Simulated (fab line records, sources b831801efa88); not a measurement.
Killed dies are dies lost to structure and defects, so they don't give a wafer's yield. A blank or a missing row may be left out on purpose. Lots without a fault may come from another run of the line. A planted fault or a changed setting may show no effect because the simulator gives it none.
A struck lot beside a sound one | flow sky130 | 16 steps out of a route of 708
Sound: wafers L914.2, L914.3, L914.5. Struck: wafers L922.3, L922.4, L922.5. The cause comes at the end.
At each step with rows: each side's tool, then ch and its chambers, then its first start. Under that, the readings that differ: sound wafers | struck wafers | difference of the means | sigmas: that difference in standard deviations of wafers without a fault.
alike: readings whose means differ by less than 2 such deviations, and words and numbers that are the same on both sides. not compared: withheld readings, readings that some wafer has no value for, bounds like >300 that may hide the same value, and numbers for which the record gives no deviation and whose values overlap.
The two part at a step that has a row with sigmas, a row that says differs or no value, or rows on one side only. Numbers that don't overlap but have no deviation are shown without sigmas and don't part them. A reading that every wafer of one side lacks parts them only if that side has two wafers or more.

first, 8 steps without rows for these wafers: SKY_POLY_GATE_DEHYDRATE_05 (time 60 s); SKY_POLY_GATE_HMDS_06 (prime time 60 s); SKY_POLY_GATE_COAT_07 (resist thk 110 nm); SKY_POLY_GATE_COAT_08 (resist thk 450 nm); SKY_POLY_GATE_SOFTBAKE_09 (time 90 s); SKY_POLY_GATE_EXPOSE_10 (exposes mask P1M, target cd 150 nm); SKY_POLY_GATE_PEB_11; SKY_POLY_GATE_DEVELOP_12 (develop time 60 s).
SKY_POLY_GATE_CD_MEAS_13: target cd 150 nm.
  sound on cd_sem-01, day 17 15:43; struck on cd_sem-02, day 20 20:02
  reading    | sound             | struck            | difference | sigmas
  cd_nm (nm) | 148.0 148.2 146.4 | 150.2 150.5 151.0 | +3.0       | +2
SKY_POLY_GATE_OVL_MEAS_14:
  sound on overlay-01, day 17 15:50; struck on overlay-01, day 20 20:08
  alike: POLY_GATE_OVL
SKY_POLY_GATE_ETCH_15: etches BARC in N2/H2, stops on SiO2, time 118.5 s, target depth 110 nm.
  sound on rie_diel-04 ch 0,2, day 17 15:52; struck on rie_diel-03 ch 1,2,3, day 20 20:09
  alike: bias_w, chamber_pressure_mTorr, drypump_motor_current_A, oes_product_au, throttle_valve_pct
  not compared: rf_hours_counter_h
SKY_POLY_GATE_ETCH_16: etches Si3N4 in CH3F/O2, stops on poly-Si, time 147.5 s, target depth 75 nm.
  sound on rie_diel-04 ch 0,2, day 17 15:56; struck on rie_diel-03 ch 1,2,3, day 20 20:14
  alike: O2_flow_sccm, bias_w, drypump_motor_current_A, oes_product_au, throttle_valve_pct
  not compared: rf_hours_counter_h
SKY_POLY_GATE_ETCH_17: etches poly-Si in HBr/Cl2, stops on SiO2, target depth 180 nm, time 70.5 s.
  sound on rie_si-01 ch 1,2,3, day 17 16:02; struck on rie_si-01 ch 0,1, day 20 20:20
  no value came back on the struck wafers for any of 5 readings (HBr_flow_sccm (sccm), bias_w (W) and others); on the sound wafers HBr_flow_sccm (sccm) reads 150.3 150.3 149.7
  reading                                          | sound             | struck          | difference | sigmas
  model.KrF-thick_of_POLY_GATE_COAT_08.thk_nm (nm) | 142.3 147.9 150.1 | 239.1 237 235.5 | +90.4      |
  not compared: rf_hours_counter_h
SKY_POLY_GATE_STRIP_18: strips in O2/N2.
  sound on plasma_asher-02 ch 0,1, day 17 16:06; struck on plasma_asher-02 ch 0,1, day 20 20:25
  reading                      | sound             | struck            | difference | sigmas
  oes_product_au (a.u.)        | 0.370 0.359 0.359 | 0.408 0.400 0.406 | +0.042     | +9
  strip_time_to_endpoint_s (s) | 3.18 3.25 3.28    | 4.25 4.22 4.20    | +0.99      | +25
  alike: drypump_motor_current_A, o2_flow_sccm
  not compared: rf_hours_counter_h
then, 1 step without rows for these wafers: SKY_POLY_GATE_CLEAN_19 (cleans in SC1/SC2, time 150 s).
-- the record jumps here: 28 days lie between the struck wafers' starts before and after (it left off in module POLY_GATE and takes up again in module PAD_OPEN, whose first step shown is number 708 of the route) --
SKY_PAD_OPEN_PROBE_99:
  sound on prober-02, day 46 15:49; struck on prober-01, day 48 17:43
  reading             | sound     | struck                                                               | difference                   | sigmas
  hold                | - - -     | await_dispo/1.5h/scrap await_dispo/1.5h/scrap await_dispo/1.5h/scrap | no value on the sound wafers |
  killed_at_front_end | 22 17 20  | 415 406 418                                                          | +393                         | +86
  killed_dies         | 90 99 104 | 492 492 492                                                          | +394                         | +41
  killed_on_rim       | 22 21 26  | 96 96 96                                                             | +73                          | +18
  alike: killed_at_M0_to_M3, killed_at_M4_up, killed_at_contacts, killed_at_other, killed_open, killed_short

WHERE THEY PART
First at SKY_POLY_GATE_CD_MEAS_13; last, within this record, at SKY_PAD_OPEN_PROBE_99.

WHY: what the simulator had put in
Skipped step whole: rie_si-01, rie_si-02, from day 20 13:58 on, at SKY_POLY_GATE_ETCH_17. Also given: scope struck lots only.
